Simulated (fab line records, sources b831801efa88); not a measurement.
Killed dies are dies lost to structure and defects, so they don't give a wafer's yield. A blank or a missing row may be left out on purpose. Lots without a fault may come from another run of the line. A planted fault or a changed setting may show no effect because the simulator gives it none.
Chamber matching | flow sky130 | SKY_LI_CONTACT_CMP_24 on cmp-01: 4 sister chambers
The step polishes, stops on PSG, t overpolish 20 s, target thk 0 nm. 8 wafers are shown with their chamber, then 10 later ones without.

WAFERS WITH THEIR CHAMBER
wafer  | chamber | motor_current_A (A) | time_to_endpoint_s (s)
L081.2 | 2       | 9.4                 | 93
L087.3 | 2       | 9.4                 | 99
L087.6 | 1       | 8.8                 | 97
L088.1 | 0       | 11.6                | 96
L088.3 | 1       | 9.4                 | 95
L088.4 | 3       | 10.7                | 94
L090.1 | 3       | 10.3                | 93
L090.2 | 0       | 11.3                | 94

WAFERS WITHOUT THEIR CHAMBER
wafer  | motor_current_A (A) | time_to_endpoint_s (s)
L090.3 | 8.8                 | 98
L091.3 | 8.9                 | 93
L091.5 | 10.7                | 94
L091.6 | 9.6                 | 95
L097.3 | 9.6                 | 97
L097.4 | 11.5                | 96
L097.6 | 9.3                 | 98
L096.1 | 9.1                 | 99
L096.5 | 8.6                 | 94
L096.6 | 11.4                | 97

WHICH CHAMBER EACH WENT THROUGH
wafer  | from the rows above     | in truth
L090.3 | can't be placed: 1 or 2 | 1
L091.3 | can't be placed: 1 or 2 | 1
L091.5 | can't be placed: 3 or 0 | 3
L091.6 | can't be placed: 2 or 1 | 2
L097.3 | can't be placed: 2 or 1 | 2
L097.4 | 0                       | 0
L097.6 | can't be placed: 2 or 1 | 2
L096.1 | can't be placed: 1 or 2 | 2
L096.5 | can't be placed: 1 or 2 | 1
L096.6 | 0                       | 0
Placed correctly: 2 of 10. Can't be placed from these rows: 8 (the true chamber is among the candidates in 8). Placed wrongly: 0.
How it was worked out, from the rows above alone: a wafer's distance from a chamber is the root of the sum, over the readings, of the square of ((its reading less the chamber's mean) divided by the reading's scatter). The wafer belongs to the nearest chamber; if the next one is less than 2 further off, it can't be placed. A chamber's mean is the mean of its shown wafers. The scatter: the root of (the sum of the squares of (reading less its chamber's mean) over the shown wafers, divided by (wafers less chambers)).
